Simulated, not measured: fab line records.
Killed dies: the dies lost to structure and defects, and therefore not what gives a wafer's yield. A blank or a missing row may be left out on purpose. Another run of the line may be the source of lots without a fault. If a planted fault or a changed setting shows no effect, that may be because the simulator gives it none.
Problem report, 8D (eight disciplines) form, completed by code :: flow gf180mcu :: the parts of the form that need people (team, actions taken, sign-off) are left out

## 1. THE ISSUE
cd-nm at GF_M4_CD_MEAS_14 reads a mean of 287.3 nm on 4 wafers of 3 lots; wafers without a fault read 279.9 nm with a standard deviation of 1.2. That is +6.2 standard deviations from the usual mean.
The step: target cd 280 nm.
Earliest sighting: wafer L191.3 on cd-sem-02 at day 27 10:25. The record has a number at this step for 36 wafers belonging to 12 lots. Rule for "out" (also "out of limits"): further than 4 standard deviations from the usual mean. Any other wafer with a number is counted as sound.

## 2. WHAT IT IS, AND WHAT IT ISN'T
question: which readings at this step
is: cd-nm
is not: -

question: which lots
is: L191, L192, L194
is not: L181, L186, L187, L188, L189, L195, L201, L203, L204

question: which wafers of those lots
is: L191.3, L192.4, L194.1, L194.3
is not: L191.2, L191.6, L192.5, L192.6, L194.2

question: read on which gauges
is: cd-sem-01, cd-sem-02
is not: -

question: when
is: from day 27 10:25
is not: up to then (17 sound wafers); but 15 sound wafers of L192, L194, L195, L201, L203, L204 came after

## 3. THE SUSPECTS, EACH WITH WHAT RULES IT OUT
Counting: a tool at a process step up to the reading stays a suspect if it ran every lot that is out. Sound lots after the first of them don't rule it out here, since some wafers of a struck lot are sound.
- the gauge at GF_M4_CD_MEAS_14 has been ruled out. The wafers that are out were read on 2 gauges (cd-sem-01, cd-sem-02).
- litho-track-01 at GF_M4_PEB_12 (peb time 90 s): kept. Every lot that is out went through it, the first being L191 (day 27 10:05); the last sound lot it ran before that was L189 (day 26 12:43). Its own heater-power-total-W readings are out on those wafers.
After counting, what remains is litho-track-01 at GF_M4_PEB_12.

## 4. THE CAUSE (what the simulator had put in)
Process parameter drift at GF_M4_PEB_12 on litho-track-01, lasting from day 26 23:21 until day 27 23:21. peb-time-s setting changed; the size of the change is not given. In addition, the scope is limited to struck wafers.
After counting, this tool was the only one left.

## 5. THE EFFECT CHAIN, in route order
One row per reading whose mean, taken over the struck wafers that have a number, lies over 3 standard deviations from the usual. Only readings whose record carries a usual standard deviation are examined. hours: median over the lots of the time between each lot's start at the first step of this table that gives one and its start at this step. sigmas: the change, counted in usual standard deviations.
hours: 0
step: GF_M4_PEB_12
reading: heater-power-total-W
usual: 85.71 W
on struck wafers: 94.32
change: +8.61
sigmas: +99 or more

hours: 0
step: GF_M4_CD_MEAS_14
reading: cd-nm
usual: 279.9 nm
on struck wafers: 287.3
change: +7.4
sigmas: +6.2
Its process steps:
- GF_M4_PEB_12: peb time 90 s.

## 6. WHAT WOULD HAVE CAUGHT IT SOONER
The first out-of-limits reading at a measuring or inspecting step in this record came at day 27 10:25, 11 hours after the fault's start at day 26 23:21.
Tool's own readings at GF_M4_PEB_12, heater-power-total-W: out on all struck wafers the step has rows for; an alarm limit on them would have tripped on the first.
Of the lots that are out (3), L192, L194 began GF_M4_PEB_12 on litho-track-01 after day 27 10:25. A hold on the tool at that time would have spared those 2.
